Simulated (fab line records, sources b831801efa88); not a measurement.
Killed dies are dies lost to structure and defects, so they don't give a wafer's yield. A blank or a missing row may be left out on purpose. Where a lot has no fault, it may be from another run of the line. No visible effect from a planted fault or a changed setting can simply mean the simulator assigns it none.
Comparing a struck lot with a sound one + flow sky130 + 40 out of 708 route steps
Sound: wafers L117.1, L117.4, L117.5. Struck: wafer L124.6 (L124.1, L124.5, from the same lot, were not struck and are left out); the cause is given at the end.
For every step that has rows: the tool of each side, followed by ch and its chambers, followed by its first start. Under that, the readings that differ: sound wafers + struck wafers + difference of the means + sigmas: that difference in standard deviations of wafers without a fault.
alike: same words and numbers on both sides, and readings whose means sit less than 2 such deviations apart. not compared: any withheld reading, any reading some wafer has no value for, any bound like >300 that may hide the same value, and any number with overlapping values for which the record gives no deviation.
A row with sigmas, a row that says differs or no value, or rows on one side alone: a step with any of these is where the two part. Numbers that don't overlap but have no deviation are shown without sigmas and don't part them. A reading missing from all wafers of one side parts the sides only when that side holds two or more wafers.

first, 6 steps without rows for these wafers: SKY_METAL5_HMDS_08 (prime time 60 s); SKY_METAL5_COAT_09 (resist thk 1800 nm); SKY_METAL5_SOFTBAKE_10 (time 60 s); SKY_METAL5_EXPOSE_11 (exposes mask MM5, target cd 1600 nm); SKY_METAL5_PEB_12; SKY_METAL5_DEVELOP_13 (develop time 60 s).
SKY_METAL5_DESCUM_14: chemistry O2, time 11 s.
  sound on rie_metal-01 ch 1, day 44 09:47; struck on rie_metal-01 ch 0, day 46 03:43
  alike: drypump_motor_current_A, oes_product_au
  not compared: rf_hours_counter_h
then, 1 step without rows for these wafers: SKY_METAL5_METAL_ETCH_15 (etches the open film in Cl2/BCl3, stops on SiO2, target depth 1260 nm, time 252 s).
SKY_METAL5_STRIP_16: strips in O2/N2.
  sound on plasma_asher-02 ch 0,1, day 44 10:03; struck on plasma_asher-04 ch 1, day 46 03:59
| reading                      | sound             | struck | difference | sigmas |
|------------------------------|-------------------|--------|------------|--------|
| drypump_motor_current_A (A)  | 5.86 5.87 5.82    | 6.34   | +0.49      | +2     |
| strip_time_to_endpoint_s (s) | 13.26 13.16 13.19 | 12.67  | -0.53      | -3     |
  alike: oes_product_au
  not compared: rf_hours_counter_h
then, 3 steps without rows for these wafers: SKY_METAL5_STRIP_17 (strips in post etch residue remover, time 1200 s); SKY_METAL5_CLEAN_18 (cleans in IPA, time 180 s); SKY_METAL5_CLEAN_19 (cleans in O3/DIW).
SKY_PASSIVATION_CVD_00: deposits SiO2, target thk 90 nm.
  sound on pecvd-04 ch 0,2, day 44 10:39; struck on pecvd-04 ch 1, day 46 04:37
  alike: heater_power_outer_w, heater_power_w
SKY_PASSIVATION_THK_MEAS_01:
  struck on film_metro-03, day 46 04:38; sound on film_metro-02, day 44 10:40
  alike: PASSIVATION_CVD_00_THK
SKY_PASSIVATION_CVD_02: deposits Si3N4, target thk 540 nm.
  sound on pecvd-01 ch 0,1, day 44 10:44; struck on pecvd-02 ch 1, day 46 04:41
  alike: heater_power_outer_w, heater_power_w
SKY_PASSIVATION_THK_MEAS_03:
  struck on film_metro-01, day 46 04:55; sound on film_metro-01, day 44 10:57
  alike: PASSIVATION_CVD_02_THK
then, 7 steps without rows for these wafers: SKY_PASSIVATION_DEHYDRATE_04 (time 60 s); SKY_PASSIVATION_HMDS_05 (prime time 60 s); SKY_PASSIVATION_COAT_06 (resist thk 3000 nm); SKY_PASSIVATION_SOFTBAKE_07; SKY_PASSIVATION_EXPOSE_08 (exposes mask NSM, target cd 3000 nm); SKY_PASSIVATION_PEB_09; SKY_PASSIVATION_DEVELOP_10 (develop time 60 s).
SKY_PASSIVATION_ETCH_11: etches the open film in CF4/O2, stops on AlCu, target depth 725 nm, time 161.1 s.
  sound on rie_diel-02 ch 0,3, day 45 08:55; struck on rie_diel-04 ch 2, day 47 01:22
  alike: drypump_motor_current_A, oes_product_au, throttle_valve_pct
  not compared: rf_hours_counter_h
then, 8 steps without rows for these wafers: SKY_PASSIVATION_STRIP_12 (strips in O2/N2); SKY_PAD_OPEN_DEHYDRATE_00 (time 60 s); SKY_PAD_OPEN_HMDS_01 (prime time 60 s); SKY_PAD_OPEN_COAT_02 (resist thk 3000 nm); SKY_PAD_OPEN_SOFTBAKE_03; SKY_PAD_OPEN_EXPOSE_04 (exposes mask PDM, target cd 60000 nm); SKY_PAD_OPEN_PEB_05; SKY_PAD_OPEN_DEVELOP_06 (develop time 60 s).
SKY_PAD_OPEN_ETCH_07: etches the open film in CF4/O2, stops on AlCu, target depth 725 nm, time 161.1 s.
  sound on rie_diel-04 ch 0,1,2, day 46 05:58; struck on rie_diel-03 ch 2, day 47 21:20
  alike: drypump_motor_current_A, oes_product_au, throttle_valve_pct
  not compared: rf_hours_counter_h
then, 5 steps without rows for these wafers: SKY_PAD_OPEN_STRIP_08 (strips in O2/N2); SKY_PAD_OPEN_STRIP_09 (strips in post etch residue remover, time 1200 s); SKY_PAD_OPEN_CLEAN_10 (cleans in IPA, time 180 s); SKY_PAD_OPEN_CLEAN_11 (cleans in O3/DIW); SKY_PAD_OPEN_ANNEAL_12.
SKY_PAD_OPEN_BOW_MEAS_13:
  struck on film_metro-01, day 47 23:37; sound on film_metro-04, day 46 08:10
  alike: PAD_OPEN_BOW
SKY_PAD_OPEN_PROBE_99:
  rows exist in the record for the struck wafers here (prober-01, day 47 23:59), but not for the sound ones

## WHERE THEY PART
First at SKY_METAL5_STRIP_16; last, within this record, at SKY_PAD_OPEN_PROBE_99.

WHY: what had been put in by the simulator
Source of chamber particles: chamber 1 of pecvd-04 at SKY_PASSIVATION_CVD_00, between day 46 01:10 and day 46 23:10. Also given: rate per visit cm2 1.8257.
